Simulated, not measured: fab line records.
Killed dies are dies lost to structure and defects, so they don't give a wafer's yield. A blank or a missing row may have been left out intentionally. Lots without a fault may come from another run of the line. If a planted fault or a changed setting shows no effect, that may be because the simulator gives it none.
Which of the tools did it? + flow gf180mcu + Sampling: 6 lots, 18 wafers, 2 of 602 route steps

WHAT THE GAUGES READ, wafer by wafer
GF_STI_THK_MEAS_04.
| lot  | measured    | on            | STI_CVD_03_THK (nm) |
|------|-------------|---------------|---------------------|
| L593 | day 1 18:49 | film_metro-01 | 207.3 207.5 206.0   |
| L595 | day 2 05:04 | film_metro-03 | 204.6 207.1 207.2   |
| L597 | day 2 14:34 | film_metro-04 | 205.3 206.5 207.4   |
| L599 | day 3 01:55 | film_metro-01 | 206.9 208.4 206.7   |
| L603 | day 3 20:35 | film_metro-04 | 208.1 208.1 208.6   |
| L605 | day 4 06:34 | film_metro-03 | 331.1 333.6 330.9   |

WHAT TOOL EACH LOT RAN ON (gives the tool, then ch and the chambers of the sampled wafers, and finally the start)
| lot  | GF_STI_CVD_03              |
|------|----------------------------|
| L593 | lpcvd-01 ch 1, day 1 16:50 |
| L595 | lpcvd-01 ch 0, day 2 03:05 |
| L597 | lpcvd-01 ch 1, day 2 12:34 |
| L599 | lpcvd-01 ch 1, day 2 23:55 |
| L603 | lpcvd-01 ch 0, day 3 18:34 |
| L605 | lpcvd-01 ch 0, day 4 04:34 |
- GF_STI_CVD_03: deposits Si3N4 from DCS/NH3, target thk 207.16 nm, time 3551 s.

THE ANSWER, worked out from the rows above alone
Rule: the usual values come from the lots themselves. The widest of any qualifying gaps counts: lots, ordered by their means at a reading, are off when they make up no more than a third of the lots, leave a main group of 4 or more, and stand apart from it by 3 or more times the standard deviation of that group's means. The tables above print the reading to a certain number of digits; a main group whose means all agree to those digits is not used. A lot without any number at a reading at which 4 lots or more have one is off too. Any other lot the step has rows for is counted as sound.
Off: at GF_STI_THK_MEAS_04 (STI_CVD_03_THK), L605. For the main group the mean is 207.0 nm and the standard deviation 0.72.
If a tool, at a process step before that reading, ran all the lots that are off and no sound lot after the first of them, it fits. The gauges at GF_STI_THK_MEAS_04 are tried like those tools. Undecided on this evidence; 2 tools fit (lpcvd-01 at GF_STI_CVD_03, film_metro-03 at GF_STI_THK_MEAS_04).

WHAT THE SIMULATOR HAD PUT IN
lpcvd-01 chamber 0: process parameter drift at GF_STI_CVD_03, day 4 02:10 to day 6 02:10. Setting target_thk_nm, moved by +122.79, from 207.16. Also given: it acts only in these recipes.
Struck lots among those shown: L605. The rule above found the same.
